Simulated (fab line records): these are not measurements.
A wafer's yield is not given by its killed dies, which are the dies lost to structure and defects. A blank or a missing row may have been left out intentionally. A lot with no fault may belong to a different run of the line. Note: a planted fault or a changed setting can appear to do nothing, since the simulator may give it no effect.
Chamber matching    flow gf180mcu    3 sister chambers for GF_V4_CVD_02 on pecvd-01
The step deposits SiO2 from TEOS, target thk 850 nm, time 94.851 s. 16 wafers are shown with their chamber, then 8 later ones without.

== WAFERS WITH THEIR CHAMBER ==
wafer   chamber  heater-power-w (W)
L136.1  2        626
L136.3  0        724
L136.4  2        667
L137.2  2        595
L137.4  2        655
L137.6  0        725
L143.3  2        615
L143.4  1        446
L143.6  2        679
L146.4  2        714
L146.5  0        667
L146.6  1        479
L147.1  1        442
L147.3  0        653
L147.5  2        593
L149.2  1        403

SIGNATURES (means of the wafers above)
reading         chamber 0  chamber 1  chamber 2  scatter within a chamber
heater-power-w  692.25     442.50     643.00     39.3
Rule: for a wafer and a chamber, the distance is found by dividing, reading by reading, the gap between the wafer's reading and the chamber's mean by the reading's scatter, squaring, summing and taking the root. If the next closest chamber is less than 2 further off than the closest, the wafer can't be placed; otherwise it belongs to the closest. The scatter: take each reading less its chamber's mean, square it, sum over the shown wafers, divide by the number of wafers less the number of chambers, and take the root.

== WAFERS WITH NO CHAMBER GIVEN ==
wafer   heater-power-w (W)
L149.3  739
L149.6  442
L150.2  685
L150.4  375
L150.6  591
L157.1  689
L157.4  380
L157.5  706

== CHAMBER TAKEN BY EACH ==
wafer   from the rows above      in truth
L149.3  can't be placed: 0 or 2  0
L149.6  1                        1
L150.2  can't be placed: 0 or 2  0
L150.4  1                        1
L150.6  can't be placed: 2 or 0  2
L157.1  can't be placed: 0 or 2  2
L157.4  1                        1
L157.5  can't be placed: 0 or 2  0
Correctly placed: 3 of 8. Unplaceable from these rows: 5, with the true chamber sitting among the candidates in 5. Wrongly placed: 0.
